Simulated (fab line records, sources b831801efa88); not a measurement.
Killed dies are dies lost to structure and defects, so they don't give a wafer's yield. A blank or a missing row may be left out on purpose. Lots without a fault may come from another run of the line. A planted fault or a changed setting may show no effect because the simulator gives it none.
Which tool did it? | flow gf180mcu | 6 lots, 18 wafers sampled, at 2 steps of a route of 602

WHAT THE GAUGES READ, wafer by wafer
GF_SALICIDE_THK_MEAS_05: measures by xrf.
lot  | measured     | on            | SALICIDE_TIN_THK (nm)
L157 | day 15 05:20 | film_metro-01 | 20.21 20.10 20.21
L160 | day 16 11:59 | film_metro-04 | 20.38 20.38 20.56
L163 | day 17 16:25 | film_metro-02 | 20.14 20.32 20.06
L166 | day 19 11:55 | film_metro-04 | 19.48 19.69 29.32
L175 | day 22 00:01 | film_metro-02 | 20.02 20.01 20.00
L177 | day 22 20:19 | film_metro-04 | 19.94 19.81 20.14

WHICH TOOL RAN EACH LOT (tool, then ch and the chambers of the sampled wafers, then the start)
lot  | GF_SALICIDE_SPUTTER_03
L157 | pvd_sputter-01, day 15 05:11
L160 | pvd_sputter-03, day 16 11:50
L163 | pvd_sputter-02, day 17 16:14
L166 | pvd_sputter-01, day 19 11:46
L175 | pvd_sputter-01, day 21 23:52
L177 | pvd_sputter-01, day 22 20:10
- GF_SALICIDE_SPUTTER_03: material TiN, target thk 20 nm, time 16.7 s.

THE ANSWER, worked out from the rows above alone
Rule: what is usual is taken from the lots themselves. Put in order of their means at a reading, lots are off if they are a third of the lots or fewer, leave a main group of 4 or more, and stand apart from it by a gap of 3 or more times the standard deviation of the main group's means; of several such gaps the widest counts. A main group whose means are all the same, to the digits that the tables above print for the reading, isn't used. A lot without any number at a reading at which 4 lots or more have one is off too. The other lots that the step has rows for count as sound.
Off: L166, at GF_SALICIDE_THK_MEAS_05 (SALICIDE_TIN_THK). The main group: mean 20.15 nm, standard deviation 0.17.
A tool fits if, at a process step before that reading, it ran every lot that is off, and no sound lot after the first of them. The gauges at GF_SALICIDE_THK_MEAS_05 are tried like those tools. None of those tried fits.

WHAT THE SIMULATOR HAD PUT IN
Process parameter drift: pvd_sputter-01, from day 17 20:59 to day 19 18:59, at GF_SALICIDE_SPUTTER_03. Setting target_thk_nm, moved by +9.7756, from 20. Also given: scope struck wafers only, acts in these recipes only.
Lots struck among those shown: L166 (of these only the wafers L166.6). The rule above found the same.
